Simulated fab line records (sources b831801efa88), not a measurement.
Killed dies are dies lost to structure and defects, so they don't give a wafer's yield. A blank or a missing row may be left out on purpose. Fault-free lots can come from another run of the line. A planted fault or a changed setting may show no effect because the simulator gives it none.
One fault seen from 2 desks    flow gf180mcu    what lay behind the numbers comes last; until then each desk has only its own

FROM THE METROLOGY DESK
What the gauges read, lot by lot, whatever tool the lot ran on: means of the sampled wafers that have a number. If a lot's mean is further than 4 standard deviations from the usual mean, the lot is out of limits and carries the mark OUT (the distance appears in the brackets).
Columns: A = V3_W_RS at GF_V3_RS_MEAS_24, usual 0.327 ohm/sq; B = V3_W_THK at GF_V3_THK_MEAS_25, usual 350 nm
lot   first seen here  A      B
L936  day 25 10:10     0.328  351
L937  day 25 18:57     0.327  351
L946  day 28 04:16     0.330  346
L948  day 28 23:00     0.327  355
L950  day 29 11:19     0.328  342
L951  day 29 14:52     0.329  342
Finding of this desk: none of the 6 lots has anything out of limits.

AT THE TOOL OWNER'S DESK: pvd_sputter-02
The tool's own readings at GF_M4_SPUTTER_01 (material TiN, target thk 30 nm, time 25 s): means of the sampled wafers that have a number, for each lot that ran on this tool. If a lot's mean is further than 4 standard deviations from the usual mean, the lot is out of limits and carries the mark OUT (the distance appears in the brackets).
Columns: A = throttle_valve_pct at GF_M4_SPUTTER_01, usual 30.2 %
lot   first seen here  A
L936  day 25 10:45     31.2
L937  day 25 19:34     31.2
L951  day 29 15:34     31.4
Finding of this desk: none of the 3 lots has anything out of limits.

ALL TOGETHER
Metrology desk: nothing out of limits seen.
Nothing out of limits was seen by the tool owner's desk.

WHAT WAS PUT IN BY THE SIMULATOR
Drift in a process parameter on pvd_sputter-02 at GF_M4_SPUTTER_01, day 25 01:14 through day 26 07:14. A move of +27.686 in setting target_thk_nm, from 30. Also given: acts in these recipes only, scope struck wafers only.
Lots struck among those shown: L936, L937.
